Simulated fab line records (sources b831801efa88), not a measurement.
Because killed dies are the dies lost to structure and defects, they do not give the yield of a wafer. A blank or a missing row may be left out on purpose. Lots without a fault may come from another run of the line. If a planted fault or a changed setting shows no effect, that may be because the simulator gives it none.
Which tool was responsible?    flow gf180mcu    18 wafers from 6 lots sampled at 4 of the route's 602 steps

WHAT EACH GAUGE READ, for each wafer
GF_MIM_THK_MEAS_06.
lot   measured      on            MIM_CVD_05_THK (nm)
L410  day 25 03:54  filmMetro-04  42.2 41.9 42.4
L413  day 26 05:23  filmMetro-03  41.4 42.3 41.7
L419  day 28 07:22  filmMetro-02  41.8 41.7 42.3
L421  day 28 18:02  filmMetro-04  41.2 42.1 41.9
L424  day 29 12:37  filmMetro-02  42.4 41.8 42.5
L426  day 30 03:39  filmMetro-04  41.8 42.3 42.1

WHAT TOOL EACH LOT RAN ON (gives the tool, then ch and the chambers of the sampled wafers, and finally the start)
lot   GF_V2_CLEAN_20                  GF_V4_STRIP_18                       GF_V4_SPUTTER_22
L410  wetBench-04 ch 0, day 21 00:28  plasmaAsher-01 ch 0,1, day 25 02:12  pvdSputter-02, day 25 02:48
L413  wetBench-03 ch 2, day 22 06:13  plasmaAsher-02 ch 0,1, day 26 03:53  pvdSputter-02, day 26 04:31
L419  wetBench-04 ch 1, day 24 12:55  plasmaAsher-03 ch 0,1, day 28 05:52  pvdSputter-01, day 28 06:28
L421  wetBench-01 ch 1, day 25 00:34  plasmaAsher-02 ch 0,1, day 28 16:32  pvdSputter-02, day 28 17:07
L424  wetBench-01 ch 1, day 25 20:40  plasmaAsher-01 ch 0,1, day 29 11:07  pvdSputter-01, day 29 11:43
L426  wetBench-01 ch 2, day 26 13:04  plasmaAsher-02 ch 0,1, day 30 01:48  pvdSputter-01, day 30 02:46
- GF_V2_CLEAN_20: cleans in DIW.
- GF_V4_STRIP_18: strips in O2/N2.
- GF_V4_SPUTTER_22: material TiN, target thk 10 nm, time 40 s.

THE ANSWER, worked out from the rows above alone
Rule: what is usual is taken from the lots themselves. Put in order of their means at a reading, lots are off if they are a third of the lots or fewer, leave a main group of 4 or more, and stand apart from it by a gap of 3 or more times the standard deviation of the main group's means; of several such gaps the widest counts. A main group is skipped when, at the precision printed for the reading in the tables above, its means are all equal. A lot without any number at a reading at which 4 lots or more have one is off too. The other lots that the step has rows for count as sound.
None of the lots is off at any reading shown; this tells nothing.

WHAT THE SIMULATOR PUT IN
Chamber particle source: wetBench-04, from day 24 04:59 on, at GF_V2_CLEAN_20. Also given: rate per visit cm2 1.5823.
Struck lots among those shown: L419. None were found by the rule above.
